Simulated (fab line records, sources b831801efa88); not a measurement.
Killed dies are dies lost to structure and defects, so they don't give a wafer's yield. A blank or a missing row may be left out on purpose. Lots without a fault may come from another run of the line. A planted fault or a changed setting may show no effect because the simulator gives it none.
fab line records | flow sky130
record lots=5 wafers=15 last_day=50
route steps=708 shown LI_CONTACT@362 LOCAL_INTERCONNECT@387
lots that met no fault: from a run of the same line without faults
start_h: hours from the record's first day to the start of the lot's first wafer shown | wait_h: hours since the lot's step before | " the same as in the row above | L1.1+2: a row that stands for several wafers | - no value, or no start given | * or withheld: withheld | < > ~ a bound
route shown NAME@n: a module of which the file shows steps, and the number in the route of the first | usual: mean/standard deviation of fault-free wafers | same: alike in all rows | chamber/n: place in a boat | sites: the reading at each site | _std_site: their standard deviation | _edge_site: outer sites' mean less inner sites' | radius_mm: how far each site lies from the wafer's centre | mask NAME#n: copy n | behind: the tool/chamber that last shaped the wafer | hold: why the lot was held/for how many hours/how that ended | device: the transistor (n, p or np) that didn't switch | end of line: the same wafers' tests at the end of the route | a step without rows: its recipe alone | killed: dies lost to structure and defects at the first sort, not the wafer's yield | map: a wafer's dies, x killed, . not, _ none there
set.NAME: the setting as run; set.NAME@STEP: as run at that earlier step | model.NAME: the simulator's own value behind a step, which no gauge read
lots at some steps of the route; a table a step, a row a wafer
services: from which hour (start_h, from the record's first day; less than 0 if before it) a tool's chamber was out of use, for how many hours, and why
## steps
# step SKY_LI_CONTACT_HDPCVD_00
# recipe material=PSG target_thk_nm=930 sigma_open_frac=0.3 time_s=155 temp_c=600 sih4_flow_sccm=60 pressure_mtorr=6
# same time_s=155
# columns lot.wafer tool chamber start_h wait_h
L081.1+4+6 hdpcvd-01 2,1,2 703.59 0.0
L083.1+4+6 hdpcvd-01 0,2,0 720.55 0.0
L090.3+4+6 hdpcvd-01 1,0,1 774.79 0.0
L094.2+4+5 hdpcvd-01 0,2,1 802.97 0.0
L097.2+4+5 hdpcvd-02 2,2,0 823.83 0.0
# step SKY_LI_CONTACT_THK_MEAS_01
# recipe reads=PSG_of_LI_CONTACT_HDPCVD_00
# usual LI_CONTACT_HDPCVD_THK=932/9.6
# columns lot.wafer tool chamber start_h wait_h LI_CONTACT_HDPCVD_THK[nm]
L081.1 film_metro-02 - 703.69 0.1 945
L081.4 " - " " 936
L081.6 " - " " 928
L083.1 film_metro-02 - 720.66 0.1 931
L083.4 " - " " 928
L083.6 " - " " 937
L090.3 film_metro-03 - 774.91 0.1 937
L090.4 " - " " 933
L090.6 " - " " 941
L094.2 film_metro-02 - 803.09 0.1 935
L094.4 " - " " 929
L094.5 " - " " 949
L097.2 film_metro-03 - 823.94 0.1 937
L097.4 " - " " 929
L097.5 " - " " 948
# step SKY_LI_CONTACT_CMP_02
# recipe material=PSG down_force_psi=4 platen_rpm=60 pad_velocity_m_s=0.94248
# usual head_pressure_psi=3.998/0.01 motor_current_A=12.2/1 time_to_endpoint_s=31.5/2.8
# columns lot.wafer tool chamber start_h wait_h head_pressure_psi motor_current_A time_to_endpoint_s
L081.1 cmp-01 3 703.85 0.1 4.013 11.9 36.1
L081.4 " 0 " " 3.993 11.8 35.1
L081.6 " 1 " " 3.996 12.4 30.1
L083.4 cmp-02 0 720.72 0.0 3.996 11.8 31.4
L083.1 " 1 " " 3.994 9.9 35.7
L083.6 " 0 " " 3.998 11.5 28.6
L090.4 cmp-02 0 774.95 0.0 4.001 12.0 26.7
L090.3 " 3 " " 4.006 12.3 28.9
L090.6 " 0 " " 3.989 12.4 31.0
L094.4 cmp-02 3 803.14 0.0 4.001 12.1 25.5
L094.2 " 2 " " 4.007 13.3 27.1
L094.5 " 0 " " 4.008 12.3 29.6
L097.2 cmp-02 3 824.29 0.3 4.011 12.1 32.3
L097.4 " 0 " " 4.015 12.0 30.1
L097.5 " 2 " " 3.997 13.9 33.7
# step SKY_LI_CONTACT_BOW_MEAS_03
# recipe mode=bow
# usual LI_CONTACT_BOW=56/6.4
# columns lot.wafer tool chamber start_h wait_h LI_CONTACT_BOW[um]
L081.1 film_metro-04 - 704.05 0.1 55
L081.4 " - " " 54
L081.6 " - " " 49
L083.1 film_metro-04 - 721.02 0.2 59
L083.4 " - " " 57
L083.6 " - " " 53
L090.3 film_metro-03 - 775.29 0.1 42
L090.4 " - " " 64
L090.6 " - " " 58
L094.2 film_metro-02 - 803.46 0.1 50
L094.4 " - " " 60
L094.5 " - " " 60
L097.2 film_metro-04 - 824.51 0.2 57
L097.4 " - " " 57
L097.5 " - " " 60
# step SKY_LI_CONTACT_DEHYDRATE_04
# recipe temp_c=200 time_s=60
# same time_s=60
# columns lot.wafer tool chamber start_h wait_h
L081.1+4+6 litho_track-01 0 717.67 13.6
L083.1+4+6 litho_track-04 0 734.33 13.3
L090.3+4+6 litho_track-04 0 787.78 12.5
L094.2+4+5 litho_track-04 0 816.45 13.0
L097.2+4+5 litho_track-04 0 838.05 13.5
# step SKY_LI_CONTACT_HMDS_05
# recipe prime_time_s=60 prime_temp_c=120
# columns lot.wafer tool chamber start_h wait_h
L081.1+4+6 litho_track-01 0 717.82 0.1
L083.1+4+6 litho_track-04 0 734.48 0.1
L090.3+4+6 litho_track-04 0 787.93 0.1
L094.2+4+5 litho_track-04 0 816.60 0.1
L097.2+4+5 litho_track-04 0 838.20 0.1
# step SKY_LI_CONTACT_COAT_06
# recipe resist=BARC temp_c=withheld time_s=withheld spin_rpm=3000 resist_thk_nm=60
# columns lot.wafer tool chamber start_h wait_h
L081.1+4+6 litho_track-01 0 717.97 0.1
L083.1+4+6 litho_track-04 0 734.63 0.1
L090.3+4+6 litho_track-04 0 788.08 0.1
L094.2+4+5 litho_track-04 0 816.75 0.1
L097.2+4+5 litho_track-04 0 838.35 0.1
# step SKY_LI_CONTACT_COAT_07
# recipe resist=KrF-thick spin_rpm=3000 resist_thk_nm=450
# columns lot.wafer tool chamber start_h wait_h
L081.1+4+6 litho_track-01 0 - -
L083.1+4+6 litho_track-04 0 - -
L090.3+4+6 litho_track-04 0 - -
L094.2+4+5 litho_track-04 0 - -
L097.2+4+5 litho_track-04 0 - -
# step SKY_LI_CONTACT_SOFTBAKE_08
# recipe temp_c=100 time_s=90 resist=KrF-thick
# same time_s=90
# columns lot.wafer tool chamber start_h wait_h
L081.1+4+6 litho_track-01 0 - -
L083.1+4+6 litho_track-04 0 - -
L090.3+4+6 litho_track-04 0 - -
L094.2+4+5 litho_track-04 0 - -
L097.2+4+5 litho_track-04 0 - -
# step SKY_LI_CONTACT_EXPOSE_09
# recipe mask_id=LICM1 na=0.8 source_shape=annular sigma_inner=0.55 sigma_outer=0.85 target_cd_nm=170 dose_mj=38
# columns lot.wafer tool chamber start_h wait_h mask
L081.1+4+6 krf_scanner-01 0 - - LICM1#0
L083.1+4+6 krf_scanner-02 0 - - LICM1#0
L090.3+4+6 krf_scanner-01 0 - - LICM1#0
L094.2+4+5 krf_scanner-02 0 - - LICM1#0
L097.2+4+5 krf_scanner-01 0 - - LICM1#0
# step SKY_LI_CONTACT_PEB_10
# recipe peb_temp_c=withheld peb_time_s=withheld resist=KrF-thick
# columns lot.wafer tool chamber start_h wait_h
L081.1+4+6 litho_track-01 0 - -
L083.1+4+6 litho_track-02 0 - -
L090.3+4+6 litho_track-02 0 - -
L094.2+4+5 litho_track-02 0 - -
L097.2+4+5 litho_track-04 0 - -
# step SKY_LI_CONTACT_DEVELOP_11
# recipe develop_time_s=60 resist=KrF-thick dev_temp_c=21
# columns lot.wafer tool chamber start_h wait_h
L081.1+4+6 litho_track-01 0 - -
L083.1+4+6 litho_track-02 0 - -
L090.3+4+6 litho_track-02 0 - -
L094.2+4+5 litho_track-02 0 - -
L097.2+4+5 litho_track-04 0 - -
# step SKY_LI_CONTACT_CD_MEAS_12
# recipe target_cd_nm=170
# usual cd_nm=169.8/1.3
# columns lot.wafer tool chamber start_h wait_h cd_nm
L081.1 cd_sem-02 - 731.72 - 169.5
L081.4 " - " " 167.5
L081.6 " - " " 168.2
L083.1 cd_sem-02 - 748.91 - 171.6
L083.4 " - " " 171.1
L083.6 " - " " 170.4
L090.3 cd_sem-01 - 801.50 - 170.1
L090.4 " - " " 171.2
L090.6 " - " " 171.0
L094.2 cd_sem-02 - 830.53 - 167.9
L094.4 " - " " 167.5
L094.5 " - " " 168.4
L097.2 cd_sem-02 - 851.40 - 168.7
L097.4 " - " " 167.6
L097.5 " - " " 168.4
# step SKY_LI_CONTACT_OVL_MEAS_13
# usual LI_CONTACT_OVL=0/5.8
# columns lot.wafer tool chamber start_h wait_h LI_CONTACT_OVL[nm]
L081.1 overlay-01 - 731.84 0.1 -1
L081.4 " - " " 0
L081.6 " - " " -5
L083.1 overlay-02 - 749.03 0.1 2
L083.4 " - " " 6
L083.6 " - " " 4
L090.3 overlay-01 - 801.59 0.1 -4
L090.4 " - " " -2
L090.6 " - " " -2
L094.2 overlay-02 - 830.63 0.1 -7
L094.4 " - " " 0
L094.5 " - " " -1
L097.2 overlay-02 - 851.50 0.1 6
L097.4 " - " " 2
L097.5 " - " " 5
# step SKY_LI_CONTACT_ETCH_14
# recipe chemistry=N2/H2 target=BARC ion_energy_ev=200 source_w=500 bias_w=100 pressure_mtorr=30 n2_flow_sccm=100 h2_flow_sccm=200 stop_on=SiO2 time_s=45.9 target_depth_a=600
# usual bias_w=99.9/0.3 drypump_motor_current_A=5.4/0.53 h2_flow_sccm=200.1/0.56 oes_product_au=0.855/0.0048 throttle_valve_pct=13.224/0.0085
# same time_s=45.9
# columns lot.wafer tool chamber start_h wait_h bias_w drypump_motor_current_A h2_flow_sccm oes_product_au rf_hours_counter_h throttle_valve_pct
L081.1 rie_diel-03 0 731.88 0.0 99.8 5.2 199.6 0.865 1 13.212
L081.4 " 1 " " 100.4 6.2 200.5 0.856 13 13.213
L081.6 " 1 " " 100.3 6.2 200.9 0.857 - 13.220
L083.1 rie_diel-03 0 749.06 0.0 99.5 5.2 199.6 0.856 1 13.239
L083.4 " 3 " " 100.0 4.7 199.3 0.858 10 13.233
L083.6 " 2 " " 99.9 4.9 199.6 0.859 - 13.241
L090.3 rie_diel-03 3 801.61 0.0 100.5 4.7 200.5 0.858 12 13.225
L090.4 " 0 " " 99.5 5.2 200.6 0.853 3 13.224
L090.6 " 2 " " 100.1 4.8 199.7 0.853 - 13.217
L094.2 rie_diel-03 0 830.66 0.0 100.1 5.2 200.6 0.858 4 13.225
L094.4 " 3 " " 99.5 4.7 199.8 0.857 13 13.224
L094.5 " 0 " " 99.4 5.2 199.9 0.861 - 13.218
L097.2 rie_diel-04 2 851.53 0.0 100.6 5.4 198.9 0.857 19 13.236
L097.4 " 2 " " 100.1 5.4 199.8 0.851 - 13.213
L097.5 " 0 " " 100.7 6.0 200.4 0.853 - 13.227
# step SKY_LI_CONTACT_ETCH_15
# recipe target=PSG chemistry=C4F8/O2/Ar stop_on=Si taper_deg=4.15 mask_material=KrF-thick source_w=1500 bias_w=1200 pressure_mtorr=40 c4f8_flow_sccm=withheld O2_flow_sccm=6 Ar_flow_sccm=300 time_s=withheld target_depth_a=6000
# usual bias_w=1200/3.7 oes_product_au=0.837/0.0048
# columns lot.wafer tool chamber start_h wait_h bias_w oes_product_au
L081.1 rie_diel-03 0 731.92 0.0 1201 0.842
L081.4 " 1 " " 1200 0.841
L081.6 " 1 " " 1202 0.842
L083.1 rie_diel-03 0 749.11 0.0 1201 0.842
L083.4 " 3 " " 1197 0.843
L083.6 " 2 " " 1199 0.836
L090.3 rie_diel-03 3 801.66 0.0 1199 0.837
L090.4 " 0 " " 1197 0.843
L090.6 " 2 " " 1198 0.837
L094.2 rie_diel-03 0 830.71 0.0 1201 0.844
L094.4 " 3 " " 1205 0.834
L094.5 " 0 " " 1199 0.835
L097.2 rie_diel-04 2 851.57 0.0 1198 0.837
L097.4 " 2 " " 1193 0.836
L097.5 " 0 " " 1197 0.831
# step SKY_LI_CONTACT_STRIP_16
# recipe chemistry=O2/N2 power_w=1400 pressure_mtorr=1500 platen_temp_c=withheld o2_flow_sccm=3000 n2_flow_sccm=300 overash_fraction=0.5
# usual drypump_motor_current_A=5.92/0.28 oes_product_au=0.375/0.0055 strip_time_to_endpoint_s=3.48/0.05
# columns lot.wafer tool chamber start_h wait_h drypump_motor_current_A oes_product_au rf_hours_counter_h strip_time_to_endpoint_s
L081.1 plasma_asher-03 1 732.00 - 5.49 0.373 29 3.54
L081.4 " 1 " " 5.48 0.383 - 3.49
L081.6 " 1 " " 5.50 0.376 - 3.51
L083.1 plasma_asher-03 1 749.19 - 5.51 0.379 31 3.53
L083.4 " 1 " " 5.48 0.364 - 3.42
L083.6 " 1 " " 5.49 0.377 - 3.51
L090.3 plasma_asher-03 0 801.78 - 6.17 0.375 - 3.44
L090.4 " 1 " " 5.49 0.381 - 3.54
L090.6 " 0 " " 6.15 0.375 - 3.53
L094.2 plasma_asher-03 1 830.79 - 5.53 0.381 40 3.55
L094.4 " 1 " " 5.53 0.372 - 3.45
L094.5 " 0 " " 6.16 0.378 - 3.52
L097.2 plasma_asher-01 1 851.66 - 6.24 0.371 95 3.54
L097.4 " 0 " " 6.11 0.374 - 3.51
L097.5 " 0 " " 6.10 0.368 - 3.46
# step SKY_LI_CONTACT_CLEAN_17
# recipe chemistry=NMP time_s=600 temp_c=60 dry=n2_spin
# same time_s=600
# columns lot.wafer tool chamber start_h wait_h
L081.1+4+6 wet_bench-01 2 732.10 0.1
L083.1+4+6 wet_bench-02 0 749.29 0.1
L090.3+4+6 wet_bench-02 2 801.84 0.0
L094.2+4+5 wet_bench-02 1 830.89 0.1
L097.2+4+5 wet_bench-01 0 851.76 0.1
# step SKY_LI_CONTACT_PRE_CLEAN_18
# recipe gas=Ar time_s=5.6 bias_v=358
# same time_s=5.6
# columns lot.wafer tool chamber start_h wait_h
L081.1+4+6 pvd_sputter-03 - 732.28 0.0
L083.1+4+6 pvd_sputter-03 - 749.48 0.0
L090.3+4+6 pvd_sputter-04 - 802.02 0.0
L094.2+4+5 pvd_sputter-03 - 831.08 0.0
L097.2+4+5 pvd_sputter-04 - 851.94 0.0
# step SKY_LI_CONTACT_SPUTTER_19
# recipe material=Ti target_thk_nm=20 chamber_pressure_pa=5 power_w=2500 substrate_temp_c=200 time_s=106.37
# usual throttle_valve_pct=30.2/0.75
# same time_s=106.37
# columns lot.wafer tool chamber start_h wait_h throttle_valve_pct
L081.1 pvd_sputter-03 - 732.30 0.0 29.4
L081.4 " - " " 29.3
L081.6 " - " " 29.4
L083.1 pvd_sputter-03 - 749.50 0.0 29.6
L083.4 " - " " 29.3
L083.6 " - " " 29.5
L090.3 pvd_sputter-04 - 802.04 0.0 31.1
L090.4 " - " " 31.1
L090.6 " - " " 31.0
L094.2 pvd_sputter-03 - 831.10 0.0 30.4
L094.4 " - " " 29.4
L094.5 " - " " 29.8
L097.2 pvd_sputter-04 - 851.96 0.0 30.0
L097.4 " - " " 31.0
L097.5 " - " " 30.8
# step SKY_LI_CONTACT_SPUTTER_20
# recipe material=TiN target_thk_nm=20 chamber_pressure_pa=5 power_w=4000 time_s=80
# usual throttle_valve_pct=30.2/0.74
# same time_s=80
# columns lot.wafer tool chamber start_h wait_h throttle_valve_pct
L081.1 pvd_sputter-03 - 732.38 0.0 29.7
L081.4 " - " " 29.5
L081.6 " - " " 29.6
L083.1 pvd_sputter-03 - 749.58 0.0 29.6
L083.4 " - " " 29.4
L083.6 " - " " 29.5
L090.3 pvd_sputter-04 - 802.11 0.0 31.0
L090.4 " - " " 30.9
L090.6 " - " " 30.7
L094.2 pvd_sputter-03 - 831.18 0.0 30.4
L094.4 " - " " 29.3
L094.5 " - " " 29.5
L097.2 pvd_sputter-04 - 852.03 0.0 29.9
L097.4 " - " " 31.0
L097.5 " - " " 31.1
# step SKY_LI_CONTACT_CVD_21
# recipe material=W target_thk_nm=400 time_s=120.56 temp_c=400 pressure_torr=40
# usual heater_power_w=878/120
# same time_s=120.56
# columns lot.wafer tool chamber start_h wait_h heater_power_w
L081.1 cvd_w-02 1 732.44 0.0 784
L081.4 " 0 " " 932
L081.6 " 1 " " 800
L083.1 cvd_w-02 1 749.64 0.0 789
L083.4 " 1 " " 780
L083.6 " 0 " " 939
L090.3 cvd_w-01 1 802.22 0.1 1035
L090.4 " 0 " " 750
L090.6 " 0 " " 777
L094.2 cvd_w-01 1 831.24 0.0 1045
L094.4 " 1 " " 1041
L094.5 " 1 " " 1023
L097.2 cvd_w-01 1 852.09 0.0 1046
L097.4 " 1 " " 1052
L097.5 " 1 " " 1023
# step SKY_LI_CONTACT_RS_MEAS_22
# recipe thk_meas_gauge=four-point-probe reads=W_of_LI_CONTACT_CVD_21+TiN_of_LI_CONTACT_SPUTTER_20+Ti_of_LI_CONTACT_SPUTTER_19
# usual LI_CONTACT_W_RS=0.279/0.0056
# columns lot.wafer tool chamber start_h wait_h LI_CONTACT_W_RS[ohm/sq]
L081.1 film_metro-02 - 732.56 0.1 0.282
L081.4 " - " " 0.285
L081.6 " - " " 0.281
L083.1 film_metro-03 - 749.76 0.1 0.279
L083.4 " - " " 0.280
L083.6 " - " " 0.286
L090.3 film_metro-02 - 802.34 0.1 0.274
L090.4 " - " " 0.278
L090.6 " - " " 0.278
L094.2 film_metro-04 - 831.39 0.1 0.269
L094.4 " - " " 0.271
L094.5 " - " " 0.272
L097.2 film_metro-03 - 852.24 0.1 0.273
L097.4 " - " " 0.268
L097.5 " - " " 0.273
# step SKY_LI_CONTACT_THK_MEAS_23
# recipe thk_meas_gauge=xrf reads=W_of_LI_CONTACT_CVD_21
# usual LI_CONTACT_W_THK=420/8.7
# columns lot.wafer tool chamber start_h wait_h LI_CONTACT_W_THK[nm]
L081.1 film_metro-02 - 732.68 0.1 419
L081.4 " - " " 416
L081.6 " - " " 419
L083.1 film_metro-03 - 749.88 0.1 425
L083.4 " - " " 424
L083.6 " - " " 417
L090.3 film_metro-02 - 802.44 0.1 420
L090.4 " - " " 412
L090.6 " - " " 418
L094.2 film_metro-04 - 831.50 0.1 431
L094.4 " - " " 429
L094.5 " - " " 427
L097.2 film_metro-03 - 852.35 0.1 431
L097.4 " - " " 439
L097.5 " - " " 428
# step SKY_LI_CONTACT_CMP_24
# recipe stop_on=PSG t_overpolish_s=20 down_force_psi=3.5 platen_rpm=60 target_thk_nm=0 pad_velocity_m_s=0.94248
# usual head_pressure_psi=3.499/0.0082 motor_current_A=11.2/0.9 overpolish_run_s=20.000/0.009 time_to_endpoint_s=97/4
# same t_overpolish_s=20
# columns lot.wafer tool chamber start_h wait_h head_pressure_psi motor_current_A overpolish_run_s time_to_endpoint_s
L081.4 cmp-01 3 732.74 0.0 3.500 11.4 19.985 89
L081.1 " 2 " " 3.503 12.1 19.996 100
L081.6 " 0 " " 3.502 11.0 20.004 97
L083.1 cmp-01 0 749.99 0.1 3.505 10.2 19.993 97
L083.4 " 1 " " 3.500 11.8 20.000 91
L083.6 " 3 " " 3.495 11.2 20.003 96
L090.3 cmp-01 3 802.53 0.1 3.505 11.7 19.993 99
L090.4 " 0 " " 3.509 11.1 19.996 101
L090.6 " 3 " " 3.502 11.6 20.014 98
L094.4 cmp-01 1 831.55 0.0 3.494 11.3 19.990 90
L094.2 " 0 " " 3.502 10.4 20.006 101
L094.5 " 2 " " 3.499 11.9 19.999 98
L097.4 cmp-02 0 852.45 0.1 3.514 11.3 20.003 98
L097.2 " 2 " " 3.496 12.5 20.016 99
L097.5 " 0 " " 3.496 11.5 20.005 97
# step SKY_LOCAL_INTERCONNECT_SPUTTER_00
# recipe material=TiN target_thk_nm=100 temp_c=300 power_w=6500 time_s=83.3 chamber_pressure_pa=0.4
# usual throttle_valve_pct=29.6/0.71
# same time_s=83.3
# columns lot.wafer tool chamber start_h wait_h throttle_valve_pct
L081.1 pvd_sputter-01 - 733.04 0.1 30.8
L081.4 " - " " 30.3
L081.6 " - " " 28.6
L083.1 pvd_sputter-02 - 750.24 0.2 30.1
L083.4 " - " " 28.8
L083.6 " - " " 29.9
L090.3 pvd_sputter-03 - 802.78 0.2 30.2
L090.4 " - " " 29.5
L090.6 " - " " 30.4
L094.2 pvd_sputter-01 - 831.85 0.1 30.8
L094.4 " - " " 28.5
L094.5 " - " " 30.1
L097.2 pvd_sputter-03 - 852.70 0.1 30.2
L097.4 " - " " 30.2
L097.5 " - " " 29.5
# step SKY_LOCAL_INTERCONNECT_RS_MEAS_01
# recipe thk_meas_gauge=four-point-probe reads=TiN_of_LOCAL_INTERCONNECT_SPUTTER_00
# usual LOCAL_INTERCONNECT_TIN_RS=14.12/0.17
# columns lot.wafer tool chamber start_h wait_h LOCAL_INTERCONNECT_TIN_RS[ohm/sq]
L081.1 film_metro-01 - 733.10 0.0 13.98
L081.4 " - " " 14.34
L081.6 " - " " 14.12
L083.1 film_metro-01 - 750.31 0.0 14.01
L083.4 " - " " 14.23
L083.6 " - " " 14.20
L090.3 film_metro-01 - 802.88 0.1 14.12
L090.4 " - " " 13.87
L090.6 " - " " 14.03
L094.2 film_metro-01 - 831.93 0.1 14.12
L094.4 " - " " 14.22
L094.5 " - " " 14.34
L097.2 film_metro-03 - 852.78 0.1 14.14
L097.4 " - " " 14.13
L097.5 " - " " 14.07
# step SKY_LOCAL_INTERCONNECT_THK_MEAS_02
# recipe thk_meas_gauge=xrf reads=TiN_of_LOCAL_INTERCONNECT_SPUTTER_00
# usual LOCAL_INTERCONNECT_TIN_THK=97.5/1.3
# columns lot.wafer tool chamber start_h wait_h LOCAL_INTERCONNECT_TIN_THK[nm]
L081.1 film_metro-01 - 733.22 0.1 98.4
L081.4 " - " " 96.4
L081.6 " - " " 97.8
L083.1 film_metro-01 - 750.43 0.1 98.7
L083.4 " - " " 97.2
L083.6 " - " " 96.9
L090.3 film_metro-01 - 802.98 0.1 97.8
L090.4 " - " " 100.0
L090.6 " - " " 98.4
L094.2 film_metro-01 - 832.04 0.1 97.9
L094.4 " - " " 97.4
L094.5 " - " " 96.9
L097.2 film_metro-03 - 852.89 0.1 97.4
L097.4 " - " " 97.3
L097.5 " - " " 97.8
# step SKY_LOCAL_INTERCONNECT_DEHYDRATE_03
# recipe temp_c=200 time_s=60
# same time_s=60
# columns lot.wafer tool chamber start_h wait_h
L081.1+4+6 litho_track-03 0 746.94 13.7
L083.1+4+6 litho_track-04 0 762.98 12.5
L090.3+4+6 litho_track-04 0 815.68 12.7
L094.2+4+5 litho_track-04 0 844.80 12.8
L097.2+4+5 litho_track-03 0 865.51 12.6
# step SKY_LOCAL_INTERCONNECT_HMDS_04
# recipe prime_time_s=60 prime_temp_c=120
# columns lot.wafer tool chamber start_h wait_h
L081.1+4+6 litho_track-03 0 747.09 0.1
L083.1+4+6 litho_track-04 0 763.13 0.1
L090.3+4+6 litho_track-04 0 815.83 0.1
L094.2+4+5 litho_track-04 0 844.95 0.1
L097.2+4+5 litho_track-03 0 865.66 0.1
# step SKY_LOCAL_INTERCONNECT_COAT_05
# recipe resist=BARC temp_c=withheld time_s=withheld spin_rpm=3000 resist_thk_nm=60
# columns lot.wafer tool chamber start_h wait_h
L081.1+4+6 litho_track-03 0 747.24 0.1
L083.1+4+6 litho_track-04 0 763.28 0.1
L090.3+4+6 litho_track-04 0 815.98 0.1
L094.2+4+5 litho_track-04 0 845.10 0.1
L097.2+4+5 litho_track-03 0 865.81 0.1
# step SKY_LOCAL_INTERCONNECT_COAT_06
# recipe resist=KrF-thick spin_rpm=3000 resist_thk_nm=450
# columns lot.wafer tool chamber start_h wait_h
L081.1+4+6 litho_track-03 0 - -
L083.1+4+6 litho_track-04 0 - -
L090.3+4+6 litho_track-04 0 - -
L094.2+4+5 litho_track-04 0 - -
L097.2+4+5 litho_track-03 0 - -
# step SKY_LOCAL_INTERCONNECT_SOFTBAKE_07
# recipe temp_c=100 time_s=90 resist=KrF-thick
# same time_s=90
# columns lot.wafer tool chamber start_h wait_h
L081.1+4+6 litho_track-03 0 - -
L083.1+4+6 litho_track-04 0 - -
L090.3+4+6 litho_track-04 0 - -
L094.2+4+5 litho_track-04 0 - -
L097.2+4+5 litho_track-03 0 - -
# step SKY_LOCAL_INTERCONNECT_EXPOSE_08
# recipe mask_id=LI1M na=0.8 source_shape=annular sigma_inner=0.55 sigma_outer=0.85 target_cd_nm=170 dose_mj=28
# columns lot.wafer tool chamber start_h wait_h mask
L081.1+4+6 krf_scanner-02 0 - - LI1M#0
L083.1+4+6 krf_scanner-02 0 - - LI1M#0
L090.3+4+6 krf_scanner-01 0 - - LI1M#0
L094.2+4+5 krf_scanner-02 0 - - LI1M#0
L097.2+4+5 krf_scanner-01 0 - - LI1M#0
# step SKY_LOCAL_INTERCONNECT_PEB_09
# recipe peb_temp_c=withheld peb_time_s=withheld resist=KrF-thick
# columns lot.wafer tool chamber start_h wait_h
L081.1+4+6 litho_track-01 0 - -
L083.1+4+6 litho_track-03 0 - -
L090.3+4+6 litho_track-03 0 - -
L094.2+4+5 litho_track-04 0 - -
L097.2+4+5 litho_track-03 0 - -
# step SKY_LOCAL_INTERCONNECT_DEVELOP_10
# recipe develop_time_s=60 resist=KrF-thick dev_temp_c=21
# columns lot.wafer tool chamber start_h wait_h
L081.1+4+6 litho_track-01 0 - -
L083.1+4+6 litho_track-03 0 - -
L090.3+4+6 litho_track-03 0 - -
L094.2+4+5 litho_track-04 0 - -
L097.2+4+5 litho_track-03 0 - -
# step SKY_LOCAL_INTERCONNECT_CD_MEAS_11
# recipe target_cd_nm=170
# usual cd_nm=169.4/1.7
# columns lot.wafer tool chamber start_h wait_h cd_nm
L081.1 cd_sem-01 - 760.42 - 170.3
L081.4 " - " " 170.1
L081.6 " - " " 169.9
L083.1 cd_sem-01 - 777.29 - 170.4
L083.4 " - " " 170.0
L083.6 " - " " 170.5
L090.3 cd_sem-02 - 829.33 - 168.3
L090.4 " - " " 169.1
L090.6 " - " " 169.0
L094.2 cd_sem-02 - 858.50 - 170.4
L094.4 " - " " 171.5
L094.5 " - " " 169.7
L097.2 cd_sem-01 - 879.06 - 167.6
L097.4 " - " " 167.6
L097.5 " - " " 168.8
# step SKY_LOCAL_INTERCONNECT_OVL_MEAS_12
# usual LOCAL_INTERCONNECT_OVL=1/5
# columns lot.wafer tool chamber start_h wait_h LOCAL_INTERCONNECT_OVL[nm]
L081.1 overlay-01 - 760.54 0.1 11
L081.4 " - " " 9
L081.6 " - " " 1
L083.1 overlay-01 - 777.41 0.1 11
L083.4 " - " " 10
L083.6 " - " " 8
L090.3 overlay-01 - 829.42 0.1 6
L090.4 " - " " 0
L090.6 " - " " 3
L094.2 overlay-01 - 858.60 0.1 5
L094.4 " - " " -2
L094.5 " - " " 12
L097.2 overlay-02 - 879.17 0.1 6
L097.4 " - " " 6
L097.5 " - " " 4
# step SKY_LOCAL_INTERCONNECT_ETCH_13
# recipe chemistry=N2/H2 target=BARC ion_energy_ev=200 bias_w=100 pressure_mtorr=30 n2_flow_sccm=100 h2_flow_sccm=200 icp_w=500 stop_on=SiO2 time_s=45.9 target_depth_a=600
# usual bias_w=100.0/0.31 drypump_motor_current_A=5.8/0.37 h2_flow_sccm=199.9/0.63 oes_product_au=0.855/0.0047 throttle_valve_pct=13.224/0.0089
# same time_s=45.9
# columns lot.wafer tool chamber start_h wait_h bias_w drypump_motor_current_A h2_flow_sccm oes_product_au rf_hours_counter_h throttle_valve_pct
L081.1 rie_metal-03 1 760.58 0.0 100.3 6.0 199.2 0.864 4 13.233
L081.4 " 1 " " 100.1 6.0 199.9 0.854 - 13.227
L081.6 " 1 " " 100.0 6.0 199.8 0.855 - 13.219
L083.1 rie_metal-02 0 777.44 0.0 99.2 5.8 199.7 0.852 10 13.228
L083.4 " 1 " " 100.1 5.3 199.2 0.857 - 13.214
L083.6 " 1 " " 100.3 5.3 199.6 0.848 - 13.224
L090.3 rie_metal-04 1 829.47 0.0 99.8 5.5 200.8 0.854 - 13.213
L090.4 " 0 " " 99.9 5.5 199.6 0.849 - 13.227
L090.6 " 1 " " 100.0 5.5 200.5 0.844 - 13.225
L094.2 rie_metal-04 1 858.65 0.0 100.5 5.5 200.9 0.861 - 13.229
L094.4 " 1 " " 100.0 5.5 199.8 0.858 - 13.208
L094.5 " 1 " " 99.9 5.5 201.3 0.858 - 13.221
L097.2 rie_metal-02 0 879.20 0.0 99.9 5.8 200.5 0.858 13 13.229
L097.4 " 1 " " 100.3 5.3 199.0 0.855 - 13.220
L097.5 " 1 " " 99.9 5.3 199.9 0.856 - 13.222
## services
# columns tool chamber start_h hours kind
plasma_asher-03 - 679.66 13.8 repair
cmp-01 - 682.50 0.6 repair
krf_scanner-01 - 687.74 0.8 pm
plasma_asher-03 - 690.06 6.2 repair
cmp-01 - 704.61 3.4 pm
krf_scanner-01 - 715.32 1.0 pm
cmp-02 - 736.67 6.9 pm
krf_scanner-02 - 736.68 2.2 repair
rie_diel-03 2 740.72 3.3 repair
cmp-02 - 744.06 4.0 pm
cmp-02 - 749.93 3.9 repair
pvd_sputter-04 - 753.22 3.7 repair
rie_diel-03 2 755.14 17.2 repair
pvd_sputter-03 - 771.79 1.0 repair
rie_diel-03 1 781.05 2.6 repair
krf_scanner-02 - 813.98 0.8 pm
hdpcvd-01 - 819.83 14.6 pm
cmp-01 - 822.69 1.9 repair
krf_scanner-02 - 827.69 1.3 pm
cvd_w-01 - 845.21 0.7 repair
krf_scanner-02 - 846.56 1.0 pm
krf_scanner-01 - 848.92 1.3 pm
krf_scanner-01 - 856.54 0.8 pm
cmp-01 - 873.27 15.6 repair
## key
fault none
